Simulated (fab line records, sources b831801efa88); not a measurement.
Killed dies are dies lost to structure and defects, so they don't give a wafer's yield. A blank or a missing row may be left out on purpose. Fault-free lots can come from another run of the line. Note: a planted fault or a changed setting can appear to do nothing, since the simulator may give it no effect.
A struck lot beside a sound one | flow sky130 | 31 steps out of a route of 708
Sound: these wafers, L381.1, L381.2, L381.5. Wafers struck: L397.1, L397.3, L397.6. The cause is given at the end.
Order at every step that has rows: each side's tool, ch and its chambers, its first start. Under that, the readings that differ: sound wafers | struck wafers | difference of the means | sigmas: that difference in standard deviations of wafers without a fault.
alike: words and numbers the same on both sides, and readings whose means are apart by under 2 such deviations; not compared: readings that were withheld, readings missing a value for some wafer, numbers with overlapping values and no deviation given by the record, and bounds like >300 which may hide the same value.
Wherever a step has rows on one side only, a row that says differs or no value, or a row with sigmas, the two part there. Non-overlapping numbers with no deviation appear without sigmas and do not part them. A reading missing from all wafers of one side parts the sides only when that side holds two or more wafers.

first, 4 steps without rows for these wafers: SKY_METAL5_SOFTBAKE_10 (time 60 s); SKY_METAL5_EXPOSE_11 (exposes mask MM5, target cd 1600 nm); SKY_METAL5_PEB_12; SKY_METAL5_DEVELOP_13 (develop time 60 s).
SKY_METAL5_DESCUM_14: chemistry O2, time 11 s.
  sound on rieMetal-02 ch 0,1, day 45 21:03; struck on rieMetal-03 ch 0,1, day 48 21:29
  alike: drypumpMotorCurrentA, oesProductAu, rfFwdPowerW
  not compared: rfHoursCounterH
SKY_METAL5_METAL_ETCH_15: etches the open film in Cl2/BCl3, stops on SiO2, target depth 1260 nm, time 252 s.
  sound on rieMetal-02 ch 0,1, day 45 21:05; struck on rieMetal-03 ch 0,1, day 48 21:31
  alike: drypumpMotorCurrentA, oesProductAu, rfFwdPowerW, throttleValvePct
  not compared: rfHoursCounterH
SKY_METAL5_STRIP_16: strips in O2/N2.
  sound on plasmaAsher-02 ch 0,1, day 45 21:19; struck on plasmaAsher-04 ch 0,1, day 48 21:45
  alike: drypumpMotorCurrentA, oesProductAu, stripTimeToEndpointS
  not compared: rfHoursCounterH
then, 3 steps without rows for these wafers: SKY_METAL5_STRIP_17 (strips in post etch residue remover, time 1200 s); SKY_METAL5_CLEAN_18 (cleans in IPA, time 180 s); SKY_METAL5_CLEAN_19 (cleans in O3/DIW).
SKY_PASSIVATION_CVD_00: deposits SiO2, target thk 90 nm.
  sound on pecvd-04 ch 0,2, day 45 21:55; struck on pecvd-04 ch 0,2, day 48 22:23
  alike: heaterPowerOuterW, heaterPowerW, rfFwdPowerW
SKY_PASSIVATION_THK_MEAS_01:
  sound on filmMetro-02, day 45 21:58; struck on filmMetro-01, day 48 22:25
  alike: PASSIVATION_CVD_00_THK
SKY_PASSIVATION_CVD_02: deposits Si3N4, target thk 540 nm.
  sound on pecvd-02 ch 0,1,2, day 45 22:02; struck on pecvd-01 ch 0,1,2, day 48 22:28
  no value came back on the struck wafers for heaterPowerW (W), rfFwdPowerW (W); on the sound wafers heaterPowerW (W) reads 661 595 468
then, 7 steps without rows for these wafers: SKY_PASSIVATION_DEHYDRATE_04 (time 60 s); SKY_PASSIVATION_HMDS_05 (prime time 60 s); SKY_PASSIVATION_COAT_06 (resist thk 3000 nm); SKY_PASSIVATION_SOFTBAKE_07; SKY_PASSIVATION_EXPOSE_08 (exposes mask NSM, target cd 3000 nm); SKY_PASSIVATION_PEB_09; SKY_PASSIVATION_DEVELOP_10 (develop time 60 s).
SKY_PASSIVATION_ETCH_11: etches the open film in CF4/O2, stops on AlCu, target depth 725 nm, time 161.1 s.
  sound on rieDiel-04 ch 1,3, day 46 18:57; struck on rieDiel-03 ch 1,2,3, day 49 16:44
reading                               | sound             | struck            | difference | sigmas
oesProductAu (a.u.)                   | 0.965 0.970 0.977 | 0.994 0.986 0.989 | +0.019     | +3
model.etch.depthNm (nm)               | 698.2 697.7 708.5 | 721.9 715.5 725   | +19.3      | 
model.PASSIVATION.featureDepthNm (nm) | 698.2 697.7 708.5 | 721.9 715.5 725   | +19.3      | 
  alike: drypumpMotorCurrentA, rfFwdPowerW, throttleValvePct
  not compared: rfHoursCounterH
then, 8 steps without rows for these wafers: SKY_PASSIVATION_STRIP_12 (strips in O2/N2); SKY_PAD_OPEN_DEHYDRATE_00 (time 60 s); SKY_PAD_OPEN_HMDS_01 (prime time 60 s); SKY_PAD_OPEN_COAT_02 (resist thk 3000 nm); SKY_PAD_OPEN_SOFTBAKE_03; SKY_PAD_OPEN_EXPOSE_04 (exposes mask PDM, target cd 60000 nm); SKY_PAD_OPEN_PEB_05; SKY_PAD_OPEN_DEVELOP_06 (develop time 60 s).
SKY_PAD_OPEN_ETCH_07: etches the open film in CF4/O2, stops on AlCu, target depth 725 nm, time 161.1 s.
  sound on rieDiel-01 ch 1,2, day 47 14:50; struck on rieDiel-02 ch 0,1, day 50 09:24
reading                            | sound             | struck            | difference | sigmas
model.etch.depthNm (nm)            | 698.2 697.7 708.5 | 722.1 712.4 724.8 | +18.3      | 
model.PAD_OPEN.featureDepthNm (nm) | 698.2 697.7 708.5 | 722.1 712.4 724.8 | +18.3      | 
  alike: drypumpMotorCurrentA, oesProductAu, rfFwdPowerW, throttleValvePct
  not compared: rfHoursCounterH
SKY_PAD_OPEN_STRIP_08: strips in O2/N2.
  sound on plasmaAsher-01 ch 0,1, day 47 14:56; struck on plasmaAsher-04 ch 0,1, day 50 09:30
  alike: drypumpMotorCurrentA, oesProductAu
  not compared: rfHoursCounterH

## WHERE THEY PART
First at SKY_PASSIVATION_CVD_02; last, within this record, at SKY_PASSIVATION_ETCH_11. Later steps at which nothing parts them and some readings are alike: SKY_PAD_OPEN_ETCH_07, SKY_PAD_OPEN_STRIP_08.

WHY: whatever the simulator had introduced
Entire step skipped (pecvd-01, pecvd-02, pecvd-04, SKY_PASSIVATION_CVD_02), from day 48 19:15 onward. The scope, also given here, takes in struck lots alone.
